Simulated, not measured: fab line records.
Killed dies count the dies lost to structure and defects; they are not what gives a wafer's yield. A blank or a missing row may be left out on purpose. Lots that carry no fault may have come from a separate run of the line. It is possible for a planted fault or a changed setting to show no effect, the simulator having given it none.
Struck lot and sound lot, side by side | flow gf180mcu | 15 steps out of a route of 602
Sound: the wafers L929.1, L929.4, L929.6. The struck wafers were L938.1, L938.3, L938.4. The cause comes at the end.
Each step with rows lists, per side, the tool, then ch with its chambers, then its first start. Under that, the readings that differ: sound wafers | struck wafers | difference of the means | sigmas: that difference in standard deviations of wafers without a fault.
alike: readings with means less than 2 such deviations apart, plus words and numbers identical on both sides. not compared: withheld readings, readings lacking a value on some wafer, bounds such as >300 that could conceal the same value, and numbers that have no deviation in the record and whose values overlap.
A row with sigmas, a row that says differs or no value, or rows on one side alone: a step with any of these is where the two part. Numbers that don't overlap but have no deviation are shown without sigmas and don't part them. Lack of a reading on every wafer of one side parts them only where that side has two or more wafers.

first, 1 step without rows for these wafers: GF_V4_ETCH_16 (etches BARC in N2/H2).
GF_V4_ETCH_17: etches SiO2 in C4F8/O2/Ar, stops on TiN, target depth 630 nm.
  sound on rie-diel-02 ch 0,1,3; struck on rie-diel-01 ch 0,1
  alike: oes-product-au
GF_V4_STRIP_18: strips in O2/N2.
  sound on plasma-asher-03 ch 0,1, day 25 11:35; struck on plasma-asher-04 ch 0,1, day 28 05:59
  alike: drypump-motor-current-A, heater-power-w, o2-flow-sccm, oes-product-au
  not compared: rf-hours-counter-h
then, 2 steps without rows for these wafers: GF_V4_STRIP_19 (strips in post etch residue remover, time 1200 s); GF_V4_CLEAN_20 (cleans in DIW).
GF_V4_SPUTTER_21: material Ti, target thk 15 nm, time 80.02 s.
  sound: pvd-sputter-04 at day 25 12:08; struck: pvd-sputter-02 at day 28 06:31
  alike: cathode-dc-power-W, throttle-valve-pct
then, 1 step without rows for these wafers: GF_V4_SPUTTER_22 (material TiN, target thk 10 nm, time 40 s).
GF_V4_CVD_23: deposits W, target thk 350 nm, time 104.9 s.
  sound on cvd-w-02 ch 0,1, day 25 12:14; struck on cvd-w-01 ch 0,1, day 28 06:37
  alike: heater-power-w
GF_V4_RS_MEAS_24: the measuring method here is four-point-probe.
  sound: film-metro-03 at day 25 12:21; struck: film-metro-01 at day 28 06:43
  alike: V4_W_RS
GF_V4_THK_MEAS_25: measures by xrf.
  sound: film-metro-03 at day 25 12:28; struck: film-metro-01 at day 28 06:50
  alike: V4_W_THK
then, 1 step without rows for these wafers: GF_V4_CMP_26 (polishes, stops on SiO2, t overpolish 15 s, target thk 0 nm).
GF_MIM_SPUTTER_00: material Ti, target thk 37.5 nm, time 150 s.
  sound: pvd-sputter-03 at day 25 12:50; struck: pvd-sputter-04 at day 28 07:12
  alike: cathode-dc-power-W, throttle-valve-pct
GF_MIM_SPUTTER_01: material TiN, target thk 30 nm, time 25 s.
  sound: pvd-sputter-03 at day 25 12:56; struck: pvd-sputter-04 at day 28 07:18
  reading                                 | sound                | struck               | difference | sigmas
  cathode-dc-power-W (W)                  | 6500.5 6500.6 6499.3 | 6209.9 6211.2 6210.2 | -289.7     | -99 or more
  model.TiN_of_MIM_SPUTTER_01.thk-nm (nm) | 29.61 30.16 29.45    | 28.35 28.92 28.85    | -1.03      |
  alike: throttle-valve-pct
then, 1 step without rows for these wafers: GF_MIM_SPUTTER_02 (material AlCu, target thk 450 nm, time 23.9 s).
GF_PASSIVATION_PROBE_99:
  rows exist in the record for the sound wafers here (prober-02, day 30 00:26), none for the struck ones

== WHERE THEY PART ==
Earliest at GF_MIM_SPUTTER_01; latest, in this record, at GF_PASSIVATION_PROBE_99.

WHY: whatever the simulator had introduced
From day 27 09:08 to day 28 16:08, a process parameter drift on pvd-sputter-04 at GF_MIM_SPUTTER_01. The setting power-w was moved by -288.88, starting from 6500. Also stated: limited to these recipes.
